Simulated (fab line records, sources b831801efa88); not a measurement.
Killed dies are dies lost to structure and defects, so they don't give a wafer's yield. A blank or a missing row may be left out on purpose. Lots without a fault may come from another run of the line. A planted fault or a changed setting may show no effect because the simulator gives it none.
One fault seen from 2 desks | flow sky130 | each desk has only its own numbers; what lay behind them comes last

THE METROLOGY DESK
What the gauges read, lot by lot, whatever tool the lot ran on: means of the sampled wafers that have a number. A lot is out of limits, marked OUT, if its mean lies more than 4 standard deviations from the usual mean; the brackets give that distance.
Columns: A = NWELL_00_OVL at SKY_NWELL_OVL_MEAS_10, usual 0.2 nm; B = VT_ADJUST_HVTR_OVL at SKY_VT_ADJUST_HVTR_OVL_MEAS_08, usual -0.2 nm; C = cd_nm at SKY_LDD_P_CD_MEAS_07, usual 379.5 nm; D = POLY_CUT_OVL at SKY_POLY_CUT_OVL_MEAS_09, usual -1 nm
lot  | first seen here | A    | B    | C                | D
L291 | day 4 12:18     | 0.9  | -1.8 | 377.4            | 0
L292 | day 4 16:19     | 2.0  | 0.1  | 378.5            | 1
L293 | day 4 22:08     | 2.4  | 1.2  | 382.9            | -1
L294 | day 5 12:11     | -0.2 | -1.5 | 379.1            | -11
L295 | day 5 22:14     | -0.4 | -0.1 | 379.8            | 1
L296 | day 6 00:53     | -1.1 | 2.3  | 382.6            | 3
L297 | day 6 02:29     | -0.2 | -1.2 | 380.5            | -4
L300 | day 7 00:37     | 0.3  | -0.2 | 376.7            | 2
L301 | day 7 01:37     | -1.4 | 0.7  | 382.6            | -1
L302 | day 7 03:19     | 0.7  | -1.0 | 382.9            | -5
L303 | day 7 13:45     | 0.3  | 1.0  | 377.6            | 4
L304 | day 7 17:44     | 0.1  | -0.4 | 378.9            | 0
L311 | day 9 15:46     | 0.4  | -1.8 | 356.1 (-9.0) OUT | 3
This desk's finding: out of limits on L311; first on L311, day 26 13:59 (cd_nm at SKY_LDD_P_CD_MEAS_07). In limits: L291, L292, L293, L294, L295, L296, L297, L300, L301, L302, L303, L304.

THE TOOL OWNER'S DESK: iline_stepper-02
The tool's own readings at SKY_LDD_P_EXPOSE_04 (exposes mask PSDM, target cd 380 nm): means of the sampled wafers that have a number, for each lot that ran on this tool. A lot is out of limits, marked OUT, if its mean lies more than 4 standard deviations from the usual mean; the brackets give that distance.
Columns: A = exposure_dose_mJ_cm2 at SKY_LDD_P_EXPOSE_04, usual 137.92; B = reticle_temp_C at SKY_LDD_P_EXPOSE_04, usual 23.00 C
lot  | first seen here | A                | B
L291 | day 18 10:58    | 137.99           | 23.01
L295 | day 20 15:34    | 138.00           | 22.96
L296 | day 20 21:02    | 137.94           | 23.06
L303 | day 23 05:29    | 137.89           | 23.17
L311 | day 25 23:38    | 139.52 (+13) OUT | 23.06
This desk's finding: out of limits on L311; first on L311, day 25 23:38 (exposure_dose_mJ_cm2 at SKY_LDD_P_EXPOSE_04). In limits: L291, L295, L296, L303.

PUT TOGETHER
The tool owner's desk could have raised an alarm at day 25 23:38, on L311.
The metrology desk could have raised an alarm at day 26 13:59, on L311.
Of the lots named, all ran SKY_LDD_P_EXPOSE_04 on iline_stepper-02.

WHAT THE SIMULATOR HAD PUT IN
Process parameter drift: iline_stepper-02, from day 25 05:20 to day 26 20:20, at SKY_LDD_P_EXPOSE_04. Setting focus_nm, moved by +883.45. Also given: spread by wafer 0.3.
Lots struck among those shown: L311.
Hours from the fault's start to each desk's first reading out of limits: the tool owner's desk, 18; the metrology desk, 33.
